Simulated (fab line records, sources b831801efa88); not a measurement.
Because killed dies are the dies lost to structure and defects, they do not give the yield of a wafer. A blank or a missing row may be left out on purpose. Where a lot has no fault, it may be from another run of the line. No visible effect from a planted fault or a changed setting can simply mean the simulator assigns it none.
fab line records	flow sfq_line
[record] lots = 15	wafers = 44	last_day = 97
route steps=325 shown M0@29 I0@54 M1@65 I2@113 M6@264
lots that met no fault: taken from a fault-free run of the same line
start_h: hours from the record's first day to the start of the lot's first wafer shown	wait_h: hours elapsed since this lot's preceding step	" unchanged from the row above	L1.1+2: a single row standing in for several wafers	- value missing, or start not given	* or withheld: withheld	< > ~ a bound
route shown NAME@n: NAME is a module with steps in the file, n the number in the route of the first one	usual: mean and standard deviation over wafers with no fault	same: alike in all rows	chamber/n: place in a boat	sites: each site's reading	_std_site: standard deviation of those values	_edge_site: outer sites' mean less inner sites'	radius_mm: for every site, how far away it sits from the centre of the wafer	mask NAME#n: copy n	behind: the most recent tool/chamber to have shaped the wafer	hold: reason for holding the lot/hours on hold/outcome of the hold	device: whichever transistor did not switch (one of n, p or np)	end of line: at the end of the route, the tests of the same wafers	where a step has no rows: the recipe by itself	killed: dies lost to structure and defects at the first sort, not the wafer's yield	map: a wafer's dies, marking killed ones x, the rest . and places with no die _
set.NAME: the run value of the setting; set.NAME@STEP: its run value at that earlier step	model.NAME: the simulator's own value behind a step, which no gauge read
route steps across a sampled set of lots; one table per step, one row per wafer
services: when a tool's chamber went out of use (start_h, in hours from the record's first day, below 0 if earlier), for how many hours, and the reason
[[steps]]
[step SFQ_TRILAYER_M0_DEP_SPUTTER_019]
[recipe] material = Nb	base_pressure_pa = 1.33e-06	chamber_pressure_pa = 0.1333	substrate_temp_c = 20	resputter_cathode_voltage_v = 400	target_thk_nm = 200	power_w = 2000	time_s = 133.3
[usual] base_pressure_pa = 1.32e-06/8.6e-08	resputter_cathode_voltage_v = 400/3.8	throttle_valve_pct = 29.5/1.1
lot.wafer	tool	chamber	start_h	wait_h	base_pressure_pa	resputter_cathode_voltage_v	throttle_valve_pct
L288.1	pvd_sputter-06	-	197.57	0.0	1.13e-06	404	31.4
L288.2	"	-	"	"	1.37e-06	392	28.1
L288.5	"	-	"	"	1.28e-06	406	27.9
L289.1	pvd_sputter-04	-	200.58	0.0	1.21e-06	404	29.3
L289.2	"	-	"	"	1.29e-06	397	29.6
L289.5	"	-	"	"	1.32e-06	403	30.4
L290.1	pvd_sputter-04	-	208.38	0.0	1.28e-06	404	29.4
L290.5	"	-	"	"	1.37e-06	405	28.2
L290.6	"	-	"	"	1.35e-06	402	30.6
L292.3	pvd_sputter-06	-	219.29	0.0	1.18e-06	402	28.8
L292.4	"	-	"	"	1.28e-06	403	31.3
L292.6	"	-	"	"	1.33e-06	400	28.1
L293.1	pvd_sputter-05	-	231.34	0.0	1.41e-06	404	31.3
L293.4	"	-	"	"	1.32e-06	400	30.9
L293.5	"	-	"	"	1.31e-06	397	31.2
L294.1	pvd_sputter-05	-	236.09	0.0	1.41e-06	402	29.4
L294.3	"	-	"	"	1.3e-06	397	31.1
L294.6	"	-	"	"	1.36e-06	406	30.6
L295.3	pvd_sputter-04	-	254.69	0.0	1.34e-06	402	28.4
L295.4	"	-	"	"	1.38e-06	391	30.3
L295.6	"	-	"	"	1.28e-06	391	30.5
L296.3	pvd_sputter-06	-	265.08	0.0	1.35e-06	405	31.4
L296.4	"	-	"	"	1.3e-06	401	28.1
L296.5	"	-	"	"	1.17e-06	398	28.2
L297.1	pvd_sputter-04	-	268.66	0.0	1.21e-06	404	29.7
L297.2	"	-	"	"	1.42e-06	398	28.0
L297.3	"	-	"	"	1.3e-06	401	29.0
L298.3	pvd_sputter-04	-	273.46	0.0	1.39e-06	399	28.9
L298.5	"	-	"	"	1.32e-06	401	29.7
L298.6	"	-	"	"	1.34e-06	396	29.1
L300.1	pvd_sputter-05	-	285.46	0.0	1.44e-06	397	29.8
L300.2	"	-	"	"	1.38e-06	399	30.6
L300.4	"	-	"	"	1.42e-06	402	30.4
L304.3	pvd_sputter-04	-	319.52	0.0	1.32e-06	400	29.0
L304.6	"	-	"	"	1.35e-06	392	29.4
L305.3	pvd_sputter-04	-	328.37	0.0	1.31e-06	398	29.5
L305.4	"	-	"	"	1.33e-06	397	29.2
L305.5	"	-	"	"	1.36e-06	398	29.1
L306.1	pvd_sputter-06	-	331.97	0.0	1.17e-06	398	28.6
L306.3	"	-	"	"	1.47e-06	399	28.4
L306.4	"	-	"	"	1.23e-06	402	28.3
L311.1	pvd_sputter-04	-	360.89	0.0	1.31e-06	400	29.3
L311.4	"	-	"	"	1.36e-06	395	29.0
L311.6	"	-	"	"	1.31e-06	396	28.2
[step SFQ_TRILAYER_I0_VIA_BARC_OPEN_VIA_ETCH_046]
[recipe] mask_material = PR	chemistry = O2	target_depth_nm = 125	target = BARC	source_w = 516.2	bias_w = 80	pressure_mtorr = 30	time_s = 41.7
[usual] bias_w = 80.00/0.24	chamber_pressure_mTorr = 30.001/0.026	drypump_motor_current_A = 5.8/0.57	oes_product_au = 0.686/0.0046
lot.wafer	tool	chamber	start_h	wait_h	bias_w	chamber_pressure_mTorr	drypump_motor_current_A	oes_product_au	rf_hours_counter_h
L288.1	rie_diel-01	1	457.70	0.0	80.07	30.002	6.3	0.683	65
L288.2	"	0	"	"	80.03	29.986	6.2	0.691	8
L288.5	"	1	"	"	80.59	29.994	6.3	0.687	-
L289.1	rie_diel-01	0	464.90	0.0	79.70	30.073	6.3	0.685	8
L289.2	"	1	"	"	79.82	29.985	6.3	0.687	65
L289.5	"	2	"	"	80.18	30.021	5.6	0.686	-
L290.1	rie_diel-01	1	473.30	0.0	80.31	29.985	6.3	0.691	65
L290.5	"	2	"	"	79.41	29.985	5.6	0.680	-
L290.6	"	1	"	"	80.14	30.005	6.2	0.691	-
L292.3	rie_diel-01	0	490.23	0.0	79.49	30.007	6.3	0.682	9
L292.4	"	3	"	"	79.81	30.024	5.8	0.688	0
L292.6	"	1	"	"	79.99	30.034	6.2	0.689	-
L293.1	rie_diel-04	1	503.43	0.0	80.08	29.979	5.4	0.682	8
L293.4	"	0	"	"	80.16	29.987	5.7	0.688	1
L293.5	"	3	"	"	80.07	29.983	4.6	0.692	-
L294.1	rie_diel-03	2	509.43	0.0	80.05	30.006	6.4	0.686	3
L294.3	"	3	"	"	79.99	29.988	4.8	0.694	1
L294.6	"	2	"	"	79.95	30.017	6.4	0.684	-
L295.3	rie_diel-01	0	529.83	0.0	79.90	30.020	6.3	0.691	9
L295.4	"	2	"	"	80.27	30.049	5.6	0.689	54
L295.6	"	2	"	"	80.20	29.977	5.6	0.680	-
L296.3	rie_diel-03	3	541.65	0.0	80.14	29.977	4.8	0.684	2
L296.4	"	0	"	"	79.66	29.957	5.6	0.687	12
L296.5	"	2	"	"	79.99	30.004	6.4	0.684	-
L297.1	rie_diel-01	1	551.35	0.0	79.82	30.000	6.2	0.679	66
L297.2	"	0	"	"	80.17	29.962	6.3	0.674	10
L297.3	"	3	"	"	79.92	29.985	5.8	0.681	1
L298.3	rie_diel-03	3	561.75	0.0	80.02	30.033	4.8	0.690	2
L298.5	"	1	"	"	79.65	29.945	6.3	0.688	-
L298.6	"	0	"	"	79.73	30.000	5.6	0.680	-
L300.1	rie_diel-03	3	585.52	0.0	80.19	29.994	4.8	0.689	2
L300.2	"	2	"	"	79.78	30.000	6.4	0.681	4
L300.4	"	0	"	"	79.90	29.988	5.6	0.685	13
L304.3	rie_diel-03	3	649.04	0.0	-	-	-	-	-
L304.6	"	2	"	"	-	-	-	-	-
L305.3	rie_diel-04	3	650.37	0.0	-	-	-	-	-
L305.4	"	1	"	"	-	-	-	-	-
L305.5	"	0	"	"	-	-	-	-	-
L306.1	rie_diel-01	1	656.37	0.0	-	-	-	-	-
L306.3	"	3	"	"	-	-	-	-	-
L306.4	"	1	"	"	-	-	-	-	-
L311.1	rie_diel-03	3	683.97	0.0	80.09	30.023	4.8	0.686	3
L311.4	"	1	"	"	80.24	29.967	6.3	0.691	-
L311.6	"	2	"	"	79.89	30.027	6.4	0.688	-
[step SFQ_TRILAYER_I0_VIA_ETCH_VIA_ETCH_034]
[recipe] target = SiO2	stop_on = Nb	mask_material = PR	taper_deg = 20	chemistry = CHF3	target_depth_nm = 260	source_w = 500	bias_w = 80	pressure_mtorr = 30	time_s = withheld
[usual] bias_w = 80.00/0.23	chamber_pressure_mTorr = 30.001/0.024	drypump_motor_current_A = 5.8/0.57	oes_product_au = 0.855/0.006
lot.wafer	tool	chamber	start_h	wait_h	bias_w	chamber_pressure_mTorr	drypump_motor_current_A	oes_product_au
L288.1	rie_diel-01	1	457.74	0.0	80.04	30.010	6.3	0.857
L288.2	"	0	"	"	79.50	29.964	6.3	0.865
L288.5	"	1	"	"	79.75	29.994	6.2	0.855
L289.1	rie_diel-01	0	464.94	0.0	80.22	29.998	6.2	0.862
L289.2	"	1	"	"	80.18	29.974	6.2	0.860
L289.5	"	2	"	"	80.16	29.992	5.6	0.851
L290.1	rie_diel-01	1	473.34	0.0	79.63	29.991	6.3	0.863
L290.5	"	2	"	"	79.97	29.986	5.6	0.860
L290.6	"	1	"	"	80.10	30.029	6.3	0.858
L292.3	rie_diel-01	0	490.27	0.0	80.01	30.008	6.3	0.857
L292.4	"	3	"	"	79.84	30.006	5.8	0.860
L292.6	"	1	"	"	79.80	30.008	6.3	0.854
L293.1	rie_diel-04	1	503.47	0.0	79.85	29.988	5.4	0.859
L293.4	"	0	"	"	80.31	30.013	5.6	0.857
L293.5	"	3	"	"	80.00	29.998	4.7	0.857
L294.1	rie_diel-03	2	509.47	0.0	80.10	30.010	6.4	0.862
L294.3	"	3	"	"	80.25	29.984	4.8	0.856
L294.6	"	2	"	"	80.01	30.032	6.4	0.847
L295.3	rie_diel-01	0	529.87	0.0	79.93	29.977	6.3	0.860
L295.4	"	2	"	"	80.08	29.976	5.6	0.856
L295.6	"	2	"	"	79.85	29.969	5.6	0.860
L296.3	rie_diel-03	3	541.69	0.0	79.64	29.963	4.8	0.851
L296.4	"	0	"	"	80.12	29.949	5.6	0.865
L296.5	"	2	"	"	80.17	30.015	6.5	0.854
L297.1	rie_diel-01	1	551.39	0.0	80.04	29.970	6.2	0.856
L297.2	"	0	"	"	80.07	29.994	6.3	0.867
L297.3	"	3	"	"	80.16	29.979	5.8	0.853
L298.3	rie_diel-03	3	561.79	0.0	79.81	29.997	4.8	0.848
L298.5	"	1	"	"	80.34	30.015	6.3	0.852
L298.6	"	0	"	"	79.72	30.006	5.6	0.844
L300.1	rie_diel-03	3	585.56	0.0	80.21	29.963	4.8	0.849
L300.2	"	2	"	"	80.06	30.020	6.4	0.853
L300.4	"	0	"	"	79.86	29.970	5.6	0.847
L304.3	rie_diel-03	3	649.08	0.0	79.95	30.008	4.8	0.384
L304.6	"	2	"	"	80.05	29.988	6.4	0.377
L305.3	rie_diel-04	3	650.41	0.0	79.78	30.006	4.7	0.392
L305.4	"	1	"	"	80.04	30.006	5.4	0.378
L305.5	"	0	"	"	80.25	30.000	5.6	0.381
L306.1	rie_diel-01	1	656.41	0.0	80.15	30.012	6.3	0.371
L306.3	"	3	"	"	79.88	30.005	5.8	0.385
L306.4	"	1	"	"	79.93	29.992	6.3	0.371
L311.1	rie_diel-03	3	684.01	0.0	80.01	29.989	4.8	0.853
L311.4	"	1	"	"	79.87	30.026	6.4	0.861
L311.6	"	2	"	"	79.64	30.002	6.4	0.844
[step SFQ_TRILAYER_M1_LITHO_EXPOSE_040]
[recipe] mask_id = M1	na = 0.6	source_shape = conventional	sigma_outer = 0.65	target_cd_nm = 500	dose_mj = 14.4
[usual] exposure_dose_mJ_cm2 = 14.400/0.013	focus_offset_nm = -0.1/0.52	reticle_temp_C = 23.00/0.11
lot.wafer	tool	chamber	start_h	wait_h	mask	exposure_dose_mJ_cm2	focus_offset_nm	reticle_temp_C
L288.1	krf_scanner-01	0	611.50	-	M1#0	14.390	0.3	23.06
L288.2	"	0	"	"	M1#0	14.397	0.0	23.02
L288.5	"	0	"	"	M1#0	14.400	-0.3	22.87
L289.1	krf_scanner-01	0	618.70	-	M1#0	14.400	-0.4	22.88
L289.2	"	0	"	"	M1#0	14.423	0.1	23.01
L289.5	"	0	"	"	M1#0	14.396	0.4	23.00
L290.1	krf_scanner-01	0	628.30	-	M1#0	14.384	0.1	23.12
L290.5	"	0	"	"	M1#0	14.398	-0.9	23.01
L290.6	"	0	"	"	M1#0	14.398	-0.3	22.87
L292.3	krf_scanner-02	0	654.03	-	M1#0	14.414	-1.2	22.96
L292.4	"	0	"	"	M1#0	14.419	-0.9	23.10
L292.6	"	0	"	"	M1#0	14.386	-0.6	22.99
L293.1	krf_scanner-02	0	671.63	-	M1#0	14.397	0.2	22.97
L293.4	"	0	"	"	M1#0	14.404	0.3	23.13
L293.5	"	0	"	"	M1#0	14.415	0.1	23.05
L294.1	krf_scanner-02	0	677.63	-	M1#0	14.381	0.7	23.05
L294.3	"	0	"	"	M1#0	14.380	0.2	23.04
L294.6	"	0	"	"	M1#0	14.403	-0.7	22.94
L295.3	krf_scanner-02	0	699.63	-	M1#0	14.415	0.4	23.07
L295.4	"	0	"	"	M1#0	14.414	-0.2	23.01
L295.6	"	0	"	"	M1#0	14.412	-0.1	23.17
L296.3	krf_scanner-02	0	708.03	-	M1#0	14.395	-0.4	23.10
L296.4	"	0	"	"	M1#0	14.405	-0.4	23.15
L296.5	"	0	"	"	M1#0	14.386	0.2	23.08
L297.1	krf_scanner-02	0	717.23	-	M1#0	14.387	0.5	23.00
L297.2	"	0	"	"	M1#0	14.388	0.3	23.01
L297.3	"	0	"	"	M1#0	14.406	0.7	23.12
L298.3	krf_scanner-01	0	725.44	-	M1#0	14.406	-0.1	23.10
L298.5	"	0	"	"	M1#0	14.409	-0.8	23.05
L298.6	"	0	"	"	M1#0	14.379	0.1	23.02
L300.1	krf_scanner-01	0	745.44	-	M1#0	14.402	-0.3	23.13
L300.2	"	0	"	"	M1#0	14.407	0.3	22.86
L300.4	"	0	"	"	M1#0	14.400	0.5	22.96
L304.3	krf_scanner-02	-	803.57	-	M1#0	-	-	-
L304.6	"	-	"	"	M1#0	-	-	-
L305.3	krf_scanner-02	-	807.17	-	M1#0	-	-	-
L305.4	"	-	"	"	M1#0	-	-	-
L305.5	"	-	"	"	M1#0	-	-	-
L306.1	krf_scanner-02	-	811.57	-	M1#0	-	-	-
L306.3	"	-	"	"	M1#0	-	-	-
L306.4	"	-	"	"	M1#0	-	-	-
L311.1	krf_scanner-01	0	843.92	-	M1#0	14.411	0.7	23.05
L311.4	"	0	"	"	M1#0	14.389	0.9	23.05
L311.6	"	0	"	"	M1#0	14.416	0.8	23.10
[step SFQ_I2_OVL_MEAS_918]
[usual] I2_OVL = 2/5
lot.wafer	tool	chamber	start_h	wait_h	I2_OVL[nm]
L288.1	overlay-01	-	934.34	0.1	4
L288.2	"	-	"	"	1
L288.5	"	-	"	"	4
L289.1	overlay-01	-	935.80	0.1	4
L289.2	"	-	"	"	1
L289.5	"	-	"	"	11
L290.1	overlay-01	-	945.95	0.1	-4
L290.5	"	-	"	"	-6
L290.6	"	-	"	"	1
L292.3	overlay-02	-	990.52	0.1	9
L292.4	"	-	"	"	3
L292.6	"	-	"	"	3
L293.1	overlay-01	-	998.22	0.1	-1
L293.4	"	-	"	"	10
L293.5	"	-	"	"	-1
L294.1	overlay-02	-	1008.42	0.1	5
L294.3	"	-	"	"	0
L294.6	"	-	"	"	-2
L295.3	overlay-02	-	1028.83	0.1	7
L295.4	"	-	"	"	3
L295.6	"	-	"	"	5
L296.3	overlay-01	-	1037.83	0.1	12
L296.4	"	-	"	"	3
L296.5	"	-	"	"	9
L297.1	overlay-02	-	1042.02	0.1	10
L297.2	"	-	"	"	6
L297.3	"	-	"	"	8
L298.3	overlay-02	-	1048.43	0.1	-2
L298.5	"	-	"	"	2
L298.6	"	-	"	"	-1
L300.1	overlay-02	-	1068.55	0.1	-5
L300.2	"	-	"	"	6
L300.4	"	-	"	"	2
L304.3	overlay-01	-	1128.11	0.1	-
L304.6	"	-	"	"	-
L305.3	overlay-01	-	1271.41	0.1	-
L305.4	"	-	"	"	-
L305.5	"	-	"	"	-
L306.1	overlay-02	-	1273.92	0.1	-
L306.3	"	-	"	"	-
L306.4	"	-	"	"	-
L311.1	overlay-01	-	1310.92	0.1	0
L311.4	"	-	"	"	0
L311.6	"	-	"	"	3
[step SFQ_TRILAYER_M6_STRIP_STRIP_163]
[recipe] gas = O2	power_w = 200	platen_temp_c = 40	overash_fraction = 0.65	chemistry = O2	pressure_mtorr = 50
[usual] drypump_motor_current_A = 5.7/0.46	oes_product_au = 0.999/0.0076
[same] overash_fraction = 0.65
lot.wafer	tool	chamber	start_h	wait_h	drypump_motor_current_A	oes_product_au	rf_hours_counter_h
L288.1	rie_metal-03	0	1837.78	0.1	5.6	0.991	33
L288.2	"	1	"	"	4.8	0.987	94
L288.5	"	0	"	"	5.6	1.003	-
L289.1	rie_metal-02	1	1840.18	0.1	6.3	0.998	84
L289.2	"	0	"	"	6.0	1.007	116
L289.5	"	1	"	"	6.3	0.999	-
L290.1	rie_metal-03	0	1842.58	0.1	5.6	1.001	34
L290.5	"	1	"	"	4.8	0.993	-
L290.6	"	0	"	"	5.6	0.995	-
L292.3	rie_metal-01	0	1845.18	0.2	5.9	0.998	-
L292.4	"	1	"	"	5.4	0.993	-
L292.6	"	1	"	"	5.4	0.999	-
L293.1	rie_metal-01	1	1850.98	0.1	5.3	0.989	83
L293.4	"	1	"	"	5.3	0.990	-
L293.5	"	0	"	"	5.9	1.003	-
L294.1	rie_metal-01	0	1853.38	0.1	5.9	1.004	108
L294.3	"	1	"	"	5.4	0.994	-
L294.6	"	0	"	"	5.9	1.002	-
L295.3	rie_metal-02	0	1866.74	0.2	6.1	1.012	-
L295.4	"	1	"	"	6.3	1.008	-
L295.6	"	0	"	"	6.1	1.002	-
L296.3	rie_metal-01	0	1872.74	0.2	5.9	1.011	-
L296.4	"	1	"	"	5.4	0.990	-
L296.5	"	0	"	"	5.9	1.004	-
L297.1	rie_metal-01	0	1877.69	0.1	5.9	0.997	112
L297.2	"	1	"	"	5.4	0.993	88
L297.3	"	1	"	"	5.4	0.998	-
L298.3	rie_metal-02	0	1889.46	0.2	6.1	1.006	-
L298.5	"	1	"	"	6.3	1.004	-
L298.6	"	0	"	"	6.0	1.006	-
L300.1	rie_metal-02	0	1903.98	0.1	6.1	0.998	125
L300.2	"	1	"	"	6.3	0.997	97
L300.4	"	0	"	"	6.1	1.000	-
L304.3	rie_metal-03	0	1948.34	0.2	5.5	0.994	-
L304.6	"	0	"	"	5.6	0.997	-
L305.3	rie_metal-02	1	1964.28	0.5	6.3	1.014	-
L305.4	"	1	"	"	6.3	1.004	-
L305.5	"	1	"	"	6.3	0.995	-
L306.1	rie_metal-03	0	1964.90	0.1	5.6	0.998	55
L306.3	"	0	"	"	5.6	1.005	-
L306.4	"	1	"	"	4.8	0.995	-
L311.1	rie_metal-03	1	2050.06	0.1	4.8	0.990	127
L311.4	"	0	"	"	5.5	0.997	-
L311.6	"	1	"	"	4.8	0.990	-
[[services]]
tool	chamber	start_h	hours	kind
rie_diel-01	0	320.70	4.9	repair
rie_diel-01	2	324.74	8.7	repair
rie_diel-01	3	336.19	14.5	repair
rie_diel-01	2	390.33	6.9	repair
rie_diel-01	1	392.77	6.6	repair
rie_diel-01	-	530.74	0.5	repair
rie_diel-01	0	646.90	27.1	repair
rie_diel-01	-	694.37	2.8	pm
rie_diel-01	1	703.97	10.1	repair
rie_diel-01	-	763.01	0.3	repair
rie_diel-01	3	766.69	6.2	repair
rie_diel-01	-	788.87	0.5	repair
rie_diel-01	2	860.74	11.6	repair
rie_diel-01	1	877.38	6.2	repair
rie_diel-01	-	886.07	0.7	repair
rie_diel-01	-	924.88	2.3	repair
rie_diel-01	2	1194.57	8.2	repair
rie_diel-01	3	1234.41	9.0	repair
rie_diel-01	3	1247.22	7.6	repair
rie_diel-01	3	1263.96	3.9	repair
rie_diel-01	3	1277.77	8.4	repair
rie_diel-01	0	1304.62	1.5	repair
rie_diel-01	-	1417.25	0.4	repair
rie_diel-01	2	1704.57	81.0	repair
[[key]]
[first_sign] step = SFQ_TRILAYER_I0_VIA_BARC_OPEN_VIA_ETCH_046	reading = tool_record	direction = missing
[effect] step = SFQ_TRILAYER_I0_VIA_ETCH_VIA_ETCH_034	reading = oes_product_au	direction = down	sigmas = 79	usual = 0.855	struck = 0.380
[effect] step = SFQ_TRILAYER_M1_LITHO_EXPOSE_040	reading = tool_record	direction = missing
met_at SFQ_TRILAYER_I0_VIA_BARC_OPEN_VIA_ETCH_046
struck_lots L304,L305,L306
not_acting_at SFQ_TRILAYER_M0_DEP_SPUTTER_019,SFQ_I2_OVL_MEAS_918,SFQ_TRILAYER_M6_STRIP_STRIP_163
onset_between 585.52 649.04
[fault] kind = skipped_step_whole	tool = rie_diel-01,rie_diel-03,rie_diel-04	chamber = -	onset_h = 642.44	steps = SFQ_TRILAYER_I0_VIA_BARC_OPEN_VIA_ETCH_046	scope = struck_lots_only
